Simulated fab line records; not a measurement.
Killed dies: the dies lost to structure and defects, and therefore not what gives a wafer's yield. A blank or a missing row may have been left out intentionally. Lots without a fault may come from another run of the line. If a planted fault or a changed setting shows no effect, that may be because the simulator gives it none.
Comparing a struck lot with a sound one :: flow gf180mcu :: 17 out of 602 route steps
Sound: these wafers, L162.2, L162.3, L162.5. Struck: wafers L173.2, L173.3, L173.4. At the end, the cause is stated.
Per side, at each step with rows, come the tool, then ch with its chambers, and then its first start. Under that, the readings that differ: sound wafers :: struck wafers :: difference of the means :: sigmas: that difference in standard deviations of wafers without a fault.
alike: readings whose means differ by less than 2 such deviations, and words and numbers that are the same on both sides. not compared: withheld readings, readings that some wafer has no value for, bounds like >300 that may hide the same value, and numbers for which the record gives no deviation and whose values overlap.
The two part at a step that has a row with sigmas, a row that says differs or no value, or rows on one side only. Non-overlapping numbers with no deviation appear without sigmas and do not part them. A reading missing from all wafers of one side parts the sides only when that side holds two or more wafers.

first, 4 steps without rows for these wafers: GF_SAB_SOFTBAKE_05 (time 60 s); GF_SAB_EXPOSE_06 (exposes mask SAB, target cd 420 nm); GF_SAB_PEB_07; GF_SAB_DEVELOP_08 (develop time 60 s).
GF_SAB_CD_MEAS_09 targets a cd of 420 nm.
  sound on cd_sem-01 at day 16 20:58; struck on cd_sem-01 at day 20 17:52
  alike: cd_nm
GF_SAB_OVL_MEAS_10:
  sound on overlay-02 at day 16 21:05; struck on overlay-02 at day 20 17:59
reading: SAB_OVL (nm)
sound: -1.4 -1.7 -1.5
struck: 1.0 3.1 1.4
difference: +3.4
sigmas: +3
GF_SAB_ETCH_11: etches SiO2 in C4F8/O2/Ar, target depth 55 nm, time 8.5 s.
  sound on rie_diel-02 ch 0,1,2, day 16 21:07; struck on rie_diel-01 ch 0,2,3, day 20 18:01
  alike: oes_product_au
  not compared: rf_hours_counter_h
then, 1 step without rows for these wafers: GF_SAB_WET_ETCH_12 (etches SiO2 in dHF, target depth 22 nm, time 440 s).
GF_SAB_STRIP_13: strips in O2/N2.
  sound on plasma_asher-01 ch 0,1, day 16 21:16; struck on plasma_asher-01 ch 0,1, day 20 18:10
  alike: drypump_motor_current_A, heater_power_w, oes_product_au, strip_time_to_endpoint_s
  not compared: rf_hours_counter_h
then, 2 steps without rows for these wafers: GF_SALICIDE_CLEAN_00 (cleans in SC1/SC2, time 150 s); GF_SALICIDE_WET_ETCH_01 (etches SiO2 in dHF, target depth 5 nm, time 100 s).
GF_SALICIDE_SPUTTER_02: material Co, target thk 10 nm, time 20 s.
  sound on pvd_sputter-01 at day 16 21:27; struck on pvd_sputter-02 at day 20 18:20
  alike: cathode_dc_power_W, chamber_pressure_pa, throttle_valve_pct
GF_SALICIDE_SPUTTER_03: material TiN, target thk 20 nm, time 16.7 s.
  sound on pvd_sputter-01 at day 16 21:29; struck on pvd_sputter-02 at day 20 18:22
  no value came back on the struck wafers for cathode_dc_power_W (W), chamber_pressure_pa (Pa), throttle_valve_pct (%); on the sound wafers cathode_dc_power_W (W) reads 6501.4 6498.1 6500.5
GF_SALICIDE_RS_MEAS_04: a four-point-probe measurement.
  sound on film_metro-01 at day 16 21:31; struck on film_metro-01 at day 20 18:25
reading: SALICIDE_TIN_RS (ohm/sq)
sound: 16.54 16.07 16.23
struck: 28.13 28.01 27.51
difference: +11.60
sigmas: +40
GF_SALICIDE_THK_MEAS_05: measures by xrf.
  sound on film_metro-01 at day 16 21:38; struck on film_metro-01 at day 20 18:32
reading: SALICIDE_TIN_THK (nm)
sound: 20.41 20.21 20.05
struck: <0.00 <0.00 <0.00
difference: differs
sigmas: 
GF_SALICIDE_RTA_06: time 30 s.
  sound on rtp_anneal-01 ch 0, day 16 21:42; struck on rtp_anneal-02 ch 0, day 20 18:35
reading: lamp_power_pct (%)
sound: 6.33 6.32 6.33
struck: 6.11 6.11 6.12
difference: -0.21
sigmas: -2
  alike: wafer_temp_C_max
-- the record jumps here: 13 days lie between the struck wafers' starts before and after (it left off in module SALICIDE and takes up again in module PASSIVATION, whose first step shown is number 602 of the route) --
GF_PASSIVATION_PROBE_99:
  rows exist in the record for the struck wafers here (prober-02, day 33 10:39), but not for the sound ones

== WHERE THEY PART ==
At GF_SAB_OVL_MEAS_10 first; at GF_PASSIVATION_PROBE_99 last (within this record only).

WHY: whatever the simulator had introduced
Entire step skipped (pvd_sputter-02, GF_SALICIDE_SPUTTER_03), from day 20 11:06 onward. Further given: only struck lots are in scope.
